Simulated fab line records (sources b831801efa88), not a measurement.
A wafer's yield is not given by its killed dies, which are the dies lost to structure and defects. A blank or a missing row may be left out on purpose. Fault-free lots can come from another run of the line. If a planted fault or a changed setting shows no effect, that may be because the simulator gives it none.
Check of tool commonality | flow gf180mcu | Sample size 10 lots and 30 wafers

## WHY THIS WAS OPENED
GF_PSD_RS_MEAS_15, reading PSD_RS: flagged on 2 of 10 lots. Fault-free wafers read 108.49 ohm/sq, with a standard deviation of 0.26.
Rule: a lot is flagged when every wafer of it that has a number lies more than 4 standard deviations from that mean, or none has a number. The rest of the lots are taken to be sound.

lot  | measured     | on            | PSD_RS (ohm/sq), wafer by wafer | flag
L143 | day 14 18:03 | film metro-01 | 108.43 108.27 108.12            |
L146 | day 15 13:16 | film metro-02 | 108.34 108.19 108.55            |
L149 | day 17 02:51 | film metro-01 | 103.73 103.82 103.84            | FLAGGED
L150 | day 17 23:15 | film metro-01 | 103.26 103.10 103.10            | FLAGGED
L158 | day 19 23:36 | film metro-01 | 108.67 108.44 108.64            |
L160 | day 21 03:25 | film metro-03 | 108.58 108.18 108.69            |
L161 | day 21 13:39 | film metro-01 | 108.49 108.47 108.68            |
L163 | day 22 01:04 | film metro-03 | 108.53 108.50 108.56            |
L162 | day 22 01:22 | film metro-01 | 108.53 108.43 108.43            |
L164 | day 22 22:56 | film metro-03 | 108.48 108.35 108.43            |
On average the flagged lots' numbers are 103.47 ohm/sq, which is -5.02 ohm/sq against the usual, or -19 standard deviations.

## TOOL THAT RAN EACH LOT
The record holds 3 process steps before the reading, out of a route of 602 steps. Every cell lists first the tool, next ch and the chambers used by the sampled wafers, and last the start.
lot  | flag    | GF_HV_LDD_STRIP_37                   | GF_PSD_IMPLANT_09               | GF_PSD_STRIP_10
L143 |         | plasma asher-01 ch 0,1, day 12 00:33 | implanter-04 ch 0, day 14 17:29 | plasma asher-01 ch 1, day 14 17:38
L146 |         | plasma asher-03 ch 0,1, day 12 19:31 | implanter-03 ch 0, day 15 12:43 | plasma asher-01 ch 0,1, day 15 12:50
L149 | FLAGGED | plasma asher-02 ch 0,1, day 14 06:28 | implanter-03 ch 0, day 17 02:17 | plasma asher-01 ch 0,1, day 17 02:26
L150 | FLAGGED | plasma asher-03 ch 0,1, day 14 22:44 | implanter-03 ch 0, day 17 22:41 | plasma asher-04 ch 0,1, day 17 22:49
L158 |         | plasma asher-01 ch 0,1, day 16 19:53 | implanter-02 ch 0, day 19 23:01 | plasma asher-01 ch 0,1, day 19 23:10
L160 |         | plasma asher-02 ch 0,1, day 17 21:53 | implanter-03 ch 0, day 21 02:51 | plasma asher-03 ch 0,1, day 21 03:00
L161 |         | plasma asher-03 ch 0,1, day 18 09:17 | implanter-04 ch 0, day 21 13:05 | plasma asher-04 ch 0,1, day 21 13:13
L163 |         | plasma asher-03 ch 0,1, day 18 20:32 | implanter-04 ch 0, day 22 00:31 | plasma asher-03 ch 0,1, day 22 00:38
L162 |         | plasma asher-03 ch 0,1, day 18 20:44 | implanter-03 ch 0, day 22 00:49 | plasma asher-04 ch 0,1, day 22 00:56
L164 |         | plasma asher-03 ch 0,1, day 19 18:56 | implanter-03 ch 0, day 22 22:23 | plasma asher-03 ch 0,1, day 22 22:32
What these steps do:
- GF_HV_LDD_STRIP_37: strips in O2/N2.
- GF_PSD_IMPLANT_09
- GF_PSD_STRIP_10: strips in O2/N2.
- GF_PSD_RS_MEAS_15: measures by four-point-probe.

## FLAGGED AGAINST TOTAL, ONE TOOL AT A TIME (gauges that did the reading follow at the end)
step               | tool            | lots run | flagged | share of the flagged lots | sound lots run after its first flagged lot
GF_HV_LDD_STRIP_37 | plasma asher-01 | 2        | 0       | none                      | -
GF_HV_LDD_STRIP_37 | plasma asher-02 | 2        | 1       | some                      | 1 (L160)
GF_HV_LDD_STRIP_37 | plasma asher-03 | 6        | 1       | some                      | 4 (L161,L163,L162,L164)
GF_PSD_IMPLANT_09  | implanter-02    | 1        | 0       | none                      | -
GF_PSD_IMPLANT_09  | implanter-03    | 6        | 2       | all                       | 3 (L160,L162,L164)
GF_PSD_IMPLANT_09  | implanter-04    | 3        | 0       | none                      | -
GF_PSD_STRIP_10    | plasma asher-01 | 4        | 1       | some                      | 1 (L158)
GF_PSD_STRIP_10    | plasma asher-03 | 3        | 0       | none                      | -
GF_PSD_STRIP_10    | plasma asher-04 | 3        | 1       | some                      | 2 (L161,L162)
GF_PSD_RS_MEAS_15  | film metro-01   | 6        | 2       | all                       | 3 (L158,L161,L162)
GF_PSD_RS_MEAS_15  | film metro-02   | 1        | 0       | none                      | -
GF_PSD_RS_MEAS_15  | film metro-03   | 3        | 0       | none                      | -

## WHAT IS ALLOWED BY THE TABLE
Every flagged lot went through 2 rows of the table: implanter-03 at GF_PSD_IMPLANT_09 and film metro-01 at GF_PSD_RS_MEAS_15.
- implanter-03 at GF_PSD_IMPLANT_09 ran 6 lots, 2 of them flagged. Sound lots ran on it after the first flagged one (L160, L162, L164), which a lasting fault on the whole tool wouldn't allow. Its own readings (beam energy keV) fall more than 4 standard deviations out on all wafers of the flagged lots.
- film metro-01 at GF_PSD_RS_MEAS_15 ran 6 lots, 2 of them flagged. Sound lots ran on it after the first flagged one (L158, L161, L162), which a lasting fault on the whole tool wouldn't allow.
No row of the table ran every flagged lot and no sound lot after the first.

## WHAT THE SIMULATOR PUT IN
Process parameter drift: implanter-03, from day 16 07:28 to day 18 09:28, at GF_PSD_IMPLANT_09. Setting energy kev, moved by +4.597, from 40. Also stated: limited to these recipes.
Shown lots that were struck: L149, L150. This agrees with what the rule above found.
